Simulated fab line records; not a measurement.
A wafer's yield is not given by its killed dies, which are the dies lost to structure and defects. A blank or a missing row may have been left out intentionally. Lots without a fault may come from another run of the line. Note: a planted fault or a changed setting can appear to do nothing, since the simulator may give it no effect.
fab line records ; flow sky130
[record] lots = 4; wafers = 12; last_day = 50
route steps=708 shown CONTACT@425 METAL1@434 VIA1@458 PAD_OPEN@708
lots with no fault: from the same line, run without faults
start_h: hours from the record's opening day to when the first of the lot's shown wafers began ; wait_h: hours from the lot's prior step to this one ; " the same as in the row above ; L1.1+2: a single row standing in for several wafers ; - no value, or no start was given ; * or withheld: withheld ; < > ~ a bound
route shown NAME@n: NAME is a module with steps in the file, n the number in the route of the first one ; usual: the fault-free wafers' mean and standard deviation ; same: alike in all rows ; chamber/n: place in a boat ; sites: the reading at each site ; _std_site: how widely they spread, as a standard deviation ; _edge_site: the outer-site mean with the inner-site mean subtracted ; radius_mm: for every site, how far away it sits from the centre of the wafer ; mask NAME#n: copy n ; behind: the tool/chamber that last shaped the wafer ; hold: the reason the lot was held/the length of the hold in hours/how it ended ; device: the n, p or np transistor that did not switch ; end of line: the tests these same wafers got at the end of their route ; step lacking rows: just its recipe ; killed: count of dies lost to structure and defects at first sort (not the wafer's yield) ; map: dies across one wafer; x = killed, . = not, _ = none there
set.NAME: the setting as run; set.NAME@STEP: as run at that earlier step ; model.NAME: the simulator's own value behind a step, which no gauge read
lots at some steps of the route; a table a step, a row a wafer
services: from which hour (start_h, from the record's first day; less than 0 if before it) a tool's chamber was out of use, for how many hours, and why
[[steps]]
[step SKY_CONTACT_STRIP_19]
[recipe] chemistry = O2/N2; power_w = 1400; pressure_mtorr = 1500; platen_temp_c = withheld; o2_flow_sccm = 3000; n2_flow_sccm = 300; overash_fraction = 0.5
[step SKY_CONTACT_STRIP_20]
[recipe] chemistry = post_etch_residue_remover; time_s = 1200; temp_c = 72.5
[step SKY_CONTACT_CLEAN_21]
[recipe] chemistry = IPA; time_s = 180; temp_c = 25
[step SKY_CONTACT_CLEAN_22]
[recipe] chemistry = O3/DIW; dry = n2_spin
[step SKY_CONTACT_SPUTTER_23]
[recipe] material = TiN; target_thk_nm = 20; chamber_pressure_pa = 5; power_w = 4000; time_s = 80
[step SKY_CONTACT_CVD_24]
[recipe] material = W; target_thk_nm = 340; time_s = 102.12; temp_c = 400; pressure_torr = 40
[step SKY_CONTACT_CMP_27]
[recipe] stop_on = SiO2; t_overpolish_s = 15; down_force_psi = 3.5; platen_rpm = 60; target_thk_nm = 0; pad_velocity_m_s = 0.94248
[step SKY_METAL1_SPUTTER_00]
[recipe] material = Ti; target_thk_nm = 15; power_w = 3000; time_s = 10; chamber_pressure_pa = 0.4
[step SKY_METAL1_SPUTTER_01]
[recipe] material = TiN; target_thk_nm = 20; power_w = 6500; time_s = 16.7; chamber_pressure_pa = 0.4
[step SKY_METAL1_SPUTTER_02]
[recipe] material = AlCu; target_thk_nm = 250; power_w = 10600; time_s = 13.3; chamber_pressure_pa = 0.4
[step SKY_METAL1_SPUTTER_03]
[recipe] material = Ti; target_thk_nm = 5; power_w = 3000; time_s = 3.3; chamber_pressure_pa = 0.4
[usual] throttle_valve_pct = 29.3/1.1
lot.wafer;tool;chamber;start_h;wait_h;throttle_valve_pct
L396.1;pvd_sputter-01;-;752.95;0.0;28.9
L396.2;pvd_sputter-01;-;752.95;0.0;28.3
L396.5;pvd_sputter-01;-;752.95;0.0;28.9
L401.2;pvd_sputter-02;-;776.75;0.0;30.3
L401.4;pvd_sputter-02;-;776.75;0.0;29.1
L401.6;pvd_sputter-02;-;776.75;0.0;31.5
L415.1;pvd_sputter-01;-;885.67;0.0;29.8
L415.2;pvd_sputter-01;-;885.67;0.0;28.1
L415.5;pvd_sputter-01;-;885.67;0.0;28.0
L417.1;pvd_sputter-01;-;894.09;0.0;28.1
L417.4;pvd_sputter-01;-;894.09;0.0;29.7
L417.6;pvd_sputter-01;-;894.09;0.0;28.3
[step SKY_METAL1_SPUTTER_04]
[recipe] material = TiN; target_thk_nm = 70; power_w = 6500; time_s = 58.3; chamber_pressure_pa = 0.4
[step SKY_METAL1_DEHYDRATE_07]
[recipe] temp_c = 200; time_s = 60
[step SKY_METAL1_HMDS_08]
[recipe] prime_time_s = 60; prime_temp_c = 120
[step SKY_METAL1_COAT_09]
[recipe] resist = BARC; temp_c = withheld; time_s = withheld; spin_rpm = 3000; resist_thk_nm = 60
[step SKY_METAL1_COAT_10]
[recipe] resist = KrF-thick; spin_rpm = 3000; resist_thk_nm = 450
[step SKY_METAL1_SOFTBAKE_11]
[recipe] temp_c = 100; time_s = 90; resist = KrF-thick
[step SKY_METAL1_EXPOSE_12]
[recipe] mask_id = MM1; na = 0.8; source_shape = annular; sigma_inner = 0.55; sigma_outer = 0.85; target_cd_nm = 140; dose_mj = 28
[step SKY_METAL1_PEB_13]
[recipe] peb_temp_c = withheld; peb_time_s = withheld; resist = KrF-thick
[step SKY_METAL1_DEVELOP_14]
[recipe] develop_time_s = 60; resist = KrF-thick; dev_temp_c = 21
[step SKY_METAL1_DESCUM_17]
[recipe] chemistry = O2; source_power_w = 150; bias_power_w = 0; pressure_mtorr = 10; temp_c = 40; time_s = 8
[step SKY_METAL1_ETCH_18]
[recipe] chemistry = N2/H2; target = BARC; ion_energy_ev = 200; bias_w = 100; pressure_mtorr = 30; n2_flow_sccm = 100; h2_flow_sccm = 200; icp_w = 500; stop_on = SiO2; time_s = 45.9; target_depth_a = 600
[step SKY_METAL1_METAL_ETCH_19]
[recipe] target_depth_a = 3600; stop_on = SiO2; over_etch_frac = 0.3; time_s = 78; chemistry = Cl2/BCl3; resist_sidewall_deg = 88; pressure_mtorr = 10; icp_w = 900; bias_w = 48.5; Cl2_flow_sccm = 60; bcl3_flow_sccm = 30
[step SKY_METAL1_STRIP_20]
[recipe] chemistry = O2/N2; power_w = 1400; pressure_mtorr = 1500; platen_temp_c = withheld; o2_flow_sccm = 3000; n2_flow_sccm = 300; overash_fraction = 0.5
[step SKY_METAL1_STRIP_21]
[recipe] chemistry = post_etch_residue_remover; time_s = 1200; temp_c = 72.5
[step SKY_METAL1_CLEAN_22]
[recipe] chemistry = IPA; time_s = 180; temp_c = 25
[step SKY_METAL1_CLEAN_23]
[recipe] chemistry = O3/DIW; dry = n2_spin
[step SKY_VIA1_HDPCVD_00]
[recipe] material = SiO2; target_thk_nm = 1030; sigma_open_frac = 0.3; time_s = 171.7; temp_c = 400; sih4_flow_sccm = 60; pressure_mtorr = 6
[step SKY_VIA1_CMP_02]
[recipe] material = SiO2; down_force_psi = 4; platen_rpm = 60; pad_velocity_m_s = 0.94248
[step SKY_VIA1_DEHYDRATE_04]
[recipe] temp_c = 200; time_s = 60
[step SKY_VIA1_HMDS_05]
[recipe] prime_time_s = 60; prime_temp_c = 120
[step SKY_VIA1_COAT_06]
[recipe] resist = BARC; temp_c = withheld; time_s = withheld; spin_rpm = 3000; resist_thk_nm = 60
[step SKY_VIA1_COAT_07]
[recipe] resist = KrF-thick; spin_rpm = 3000; resist_thk_nm = 450
[step SKY_VIA1_SOFTBAKE_08]
[recipe] temp_c = 100; time_s = 90; resist = KrF-thick
[step SKY_PAD_OPEN_PROBE_99]
[usual] defect_limited_yield = 82.5/1.9; killed_at_M0_to_M3 = 43/7.2; killed_at_M4_up = 3.1/1.8; killed_at_contacts = 24/5.4; killed_at_front_end = 15/4.4; killed_at_other = 0.4/0.56; killed_dies = 86/9.3; killed_open = 47/6.9; killed_short = 39/6.6; sort_bin_3_pad_short = 0.9/0.43; sort_bin_5_function = 10.4/1.5; sort_bin_6_memory = 6.2/1.1; sort_n_pass = 406/9.3; sort_yield_pct = 82.5/1.9
[same] gross_dies = 492; killed_at_back_side = 0; sort_bin_4_leakage[%] = 0; sort_bin_8_speed[%] = 0
lot.wafer;tool;chamber;start_h;wait_h;defect_limited_yield[%];killed_at_M0_to_M3;killed_at_M4_up;killed_at_contacts;killed_at_front_end;killed_at_other;killed_dies;killed_open;killed_short;sort_bin_3_pad_short[%];sort_bin_5_function[%];sort_bin_6_memory[%];sort_n_pass;sort_yield_pct[%];model.etest.tester.sort_n_pass;model.etest.tester.sort_yield_pct;model.etest.tester.sort_bin_5_pct;model.etest.tester.sort_bin_3_pct
L396.1;prober-02;-;1088.67;0.1;87.4;33;2;17;10;0;62;34;28;0.4;7.5;4.7;430;87.4;430;87.4;7.52;0.4065
L396.2;prober-02;-;1088.72;0.1;86.0;28;2;22;17;0;69;39;30;0.6;7.7;5.7;423;86.0;423;85.98;7.724;0.6098
L396.5;prober-02;-;1088.87;0.2;82.5;40;2;28;16;0;86;52;34;0.6;8.7;8.1;406;82.5;406;82.52;8.74;0.6098
L401.2;prober-02;-;1104.16;0.1;81.7;43;2;24;20;1;90;45;45;0.2;9.6;8.5;402;81.7;402;81.71;9.553;0.2033
L401.4;prober-02;-;1104.26;0.2;84.3;35;3;19;19;1;77;45;32;0.8;10.0;4.9;415;84.3;415;84.35;9.959;0.813
L401.6;prober-02;-;1104.36;0.2;84.6;40;2;16;18;0;76;40;36;0.8;8.7;5.9;416;84.6;416;84.55;8.74;0.813
L415.1;prober-02;-;1184.29;0.1;82.7;42;2;25;15;1;85;50;35;0.8;10.4;6.1;407;82.7;407;82.72;10.37;0.813
L415.2;prober-02;-;1184.34;0.1;78.7;66;2;22;15;0;105;39;35;2.6;14.0;4.7;387;78.7;387;78.66;14.02;2.642
L415.5;prober-02;-;1184.49;0.2;76.2;72;5;27;13;0;117;52;40;1.8;14.4;7.5;375;76.2;375;76.22;14.43;1.829
L417.1;prober-02;-;1189.05;0.1;77.0;77;3;19;14;0;113;52;33;2.4;14.0;6.5;379;77.0;379;77.03;14.02;2.439
L417.4;prober-02;-;1189.20;0.2;80.1;54;0;30;14;0;98;63;35;1.2;11.2;7.5;394;80.1;394;80.08;11.18;1.22
L417.6;prober-02;-;1189.30;0.2;77.4;69;4;24;14;0;111;49;37;1.4;14.8;6.3;381;77.4;381;77.44;14.84;1.423
// killed by level:class
L396.1 VIA2:geometric_particle:open=9 CONTACT:geometric_particle:open=6 VIA1:geometric_particle:open=6 CONTACT:geometric_particle:short=5 LOCAL_INTERCONNECT:geometric_particle:short=4 POLY_GATE:geometric_particle:open=3 VIA3:geometric_particle:open=3 METAL2:geometric_particle:short=3
L396.2 CONTACT:geometric_particle:open=8 VIA2:geometric_particle:open=8 CONTACT:geometric_particle:short=6 POLY_GATE:geometric_particle:short=5 LI_CONTACT:geometric_particle:open=5 VIA3:geometric_particle:open=5 METAL1:geometric_particle:short=4 VIA1:geometric_particle:open=4
L396.5 CONTACT:geometric_particle:open=14 VIA1:geometric_particle:open=8 VIA3:geometric_particle:open=7 VIA2:geometric_particle:open=6 CONTACT:geometric_particle:short=5 VIA1:geometric_particle:short=5 FIELD_ISO:geometric_particle:open=4 POLY_GATE:geometric_particle:open=4
L401.2 VIA1:geometric_particle:open=9 VIA1:geometric_particle:short=9 LI_CONTACT:geometric_particle:open=8 CONTACT:geometric_particle:open=8 VIA2:geometric_particle:open=7 FIELD_ISO:geometric_particle:short=4 VIA2:geometric_particle:short=4 CONTACT:geometric_particle:short=4
L401.4 CONTACT:geometric_particle:open=9 FIELD_ISO:geometric_particle:short=8 VIA1:geometric_particle:open=7 LI_CONTACT:geometric_particle:open=6 METAL2:geometric_particle:short=6 VIA2:geometric_particle:open=6 POLY_GATE:geometric_particle:open=5 VIA1:geometric_particle:short=4
L401.6 VIA1:geometric_particle:open=10 VIA2:geometric_particle:open=8 CONTACT:geometric_particle:open=6 FIELD_ISO:geometric_particle:open=5 CONTACT:geometric_particle:short=5 FIELD_ISO:geometric_particle:short=4 POLY_GATE:geometric_particle:short=4 VIA1:geometric_particle:short=4
L415.1 VIA1:geometric_particle:open=15 CONTACT:geometric_particle:open=9 LOCAL_INTERCONNECT:geometric_particle:short=7 VIA2:geometric_particle:open=5 METAL3:geometric_particle:short=5 LI_CONTACT:geometric_particle:open=4 VIA1:geometric_particle:short=4 METAL2:geometric_particle:short=4
L415.2 METAL1:unspecified=31 VIA1:geometric_particle:open=8 LI_CONTACT:geometric_particle:open=7 CONTACT:geometric_particle:open=7 VIA1:geometric_particle:short=7 CONTACT:geometric_particle:short=4 POLY_GATE:geometric_particle:short=4 METAL1:geometric_particle:short=4
L415.5 METAL1:unspecified=25 VIA3:geometric_particle:open=10 CONTACT:geometric_particle:open=9 VIA1:geometric_particle:open=9 CONTACT:geometric_particle:short=8 VIA1:geometric_particle:short=5 VIA2:geometric_particle:open=5 METAL1:geometric_particle:short=4
L417.1 METAL1:unspecified=27 VIA1:geometric_particle:open=17 CONTACT:geometric_particle:open=10 VIA1:geometric_particle:short=7 POLY_GATE:geometric_particle:open=5 FIELD_ISO:geometric_particle:short=4 VIA3:geometric_particle:open=4 VIA2:geometric_particle:open=4
L417.4 VIA1:geometric_particle:open=16 CONTACT:geometric_particle:open=14 VIA3:geometric_particle:open=9 VIA2:geometric_particle:open=8 LI_CONTACT:geometric_particle:open=7 VIA1:geometric_particle:short=7 METAL1:geometric_particle:short=5 CONTACT:geometric_particle:short=4
L417.6 METAL1:unspecified=24 VIA3:geometric_particle:open=12 CONTACT:geometric_particle:open=10 VIA1:geometric_particle:open=10 LI_CONTACT:geometric_particle:open=6 VIA1:geometric_particle:short=6 FIELD_ISO:geometric_particle:short=5 LOCAL_INTERCONNECT:geometric_particle:short=5
// map L415.5 (x killed, . not)
__________x......x.._________
________...xx.x.x..x.._______
______.x....x.x..xx.x..._____
_____..x....xx......x.x..____
____...x...x.x.x.....x....___
___x............x........x.__
__x..xx............x....x..._
_xxx...x....................x
_xxxx.....x.......x...x......
_xxx.xx.........x..........x.
_xxxx.........xx..x.x...x....
_xxxxxx..x..x..xx...........x
_xxxx.x...x...........x.....x
_.x.x.x..x......xx.....x..x..
_..xxxx.......x.......x...xx.
__.....x..................x._
___..x..x...x.....x....x...__
____..x.........xx......x.___
_____..x....x.....xxx...x____
______.x...............x_____
________xxx..........x_______
__________.........._________
// map L417.1 (x killed, . not)
__________....x..x.._________
________..x.x.....xx.._______
______..x.....x.x......._____
_____..x..........xx....x____
____.........x..x.x.......___
___.....xx........x.....x..__
__.xx....x............x..x.x_
_.xxx.x....x.x.......x.xxxx.x
_xxxx..x.....................
_xxxxx.........x.x.....x.xx..
_xxxxx.x....x.....x.........x
_xxxx.x....x.....x...........
_xxx.x..x......x..x.........x
_xxx........x..x.....x..xxx..
_...x.....x.x.....x.......x.x
__.......x.x........x..xx.x._
___...xx............x......__
____............xxx..x....___
_____..............x.....____
______......x.x.x...x..x_____
________.......x......_______
__________.......x.._________
[[services]]
tool;chamber;start_h;hours;kind
pvd_sputter-01;2;749.86;-;consumable_replace:kit
pvd_sputter-01;2;749.86;18.0;scheduled_down
pvd_sputter-01;2;749.86;18.0;vent_cycle
pvd_sputter-01;-;817.62;2.1;repair
pvd_sputter-02;-;880.29;3.3;repair
[[key]]
[first_sign] step = SKY_PAD_OPEN_PROBE_99; reading = killed_at_M0_to_M3; direction = up; sigmas = 3.9; usual = 43; struck = 71
[effect] step = SKY_PAD_OPEN_PROBE_99; reading = sort_bin_3_pad_short; direction = up; sigmas = 2.8; usual = 0.9; struck = 2.1; wafers_moved = 3
[model_effect] step = SKY_PAD_OPEN_PROBE_99; value = etest.tester.sort_n_pass; without = 403.2; struck = 380.5
met_at SKY_METAL1_SPUTTER_03
struck_wafers L415.2,L415.5,L417.1,L417.6
[fault] kind = chamber_particle_source; tool = pvd_sputter-01; chamber = -; onset_h = 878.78; steps = SKY_METAL1_SPUTTER_03; rate_per_visit_cm2 = 0.45683; end_h = 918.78; scope = struck_wafers_only
